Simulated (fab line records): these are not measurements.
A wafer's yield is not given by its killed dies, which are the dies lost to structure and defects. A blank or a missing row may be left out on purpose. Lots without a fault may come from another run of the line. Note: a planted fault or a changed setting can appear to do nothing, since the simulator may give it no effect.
The tool behind it: which one? + flow sky130 + at 1 step of a route of 708, 7 lots with 21 wafers sampled

== WHAT THE GAUGES READ, wafer by wafer ==
SKY_VT_ADJUST_PCH_OVL_MEAS_07.
| lot  | measured     | on         | VT_ADJUST_PCH_OVL (nm) |
|------|--------------|------------|------------------------|
| L567 | day 10 18:31 | overlay-02 | -1.7 -2.2 -2.9         |
| L569 | day 11 15:37 | overlay-01 | -2.1 -0.7 0.8          |
| L572 | day 12 11:31 | overlay-01 | 0.3 -0.9 -1.1          |
| L575 | day 13 07:16 | overlay-01 | 0.6 2.6 -0.1           |
| L581 | day 15 04:18 | overlay-02 | -1.5 -0.7 -0.9         |
| L585 | day 16 14:28 | overlay-01 | -0.7 -0.2 0.2          |
| L589 | day 17 17:14 | overlay-01 | 1.4 -0.8 0.9           |

== TOOL THAT RAN EACH LOT (tool first, then ch and the chambers of the sampled wafers, then the start) ==
The record shows no process step preceding these readings.

== THE ANSWER, worked out from the rows above alone ==
Rule: the usual values come from the lots themselves. The widest of any qualifying gaps counts: lots, ordered by their means at a reading, are off when they make up no more than a third of the lots, leave a main group of 4 or more, and stand apart from it by 3 or more times the standard deviation of that group's means. If all means in a main group match to the digits the tables above print for the reading, that group is not used. A lot without any number at a reading at which 4 lots or more have one is off too. Where the step has rows for the other lots, those lots are counted as sound.
No lot is off at any reading shown: from this, nothing can be told.

== WHAT WAS PUT IN BY THE SIMULATOR ==
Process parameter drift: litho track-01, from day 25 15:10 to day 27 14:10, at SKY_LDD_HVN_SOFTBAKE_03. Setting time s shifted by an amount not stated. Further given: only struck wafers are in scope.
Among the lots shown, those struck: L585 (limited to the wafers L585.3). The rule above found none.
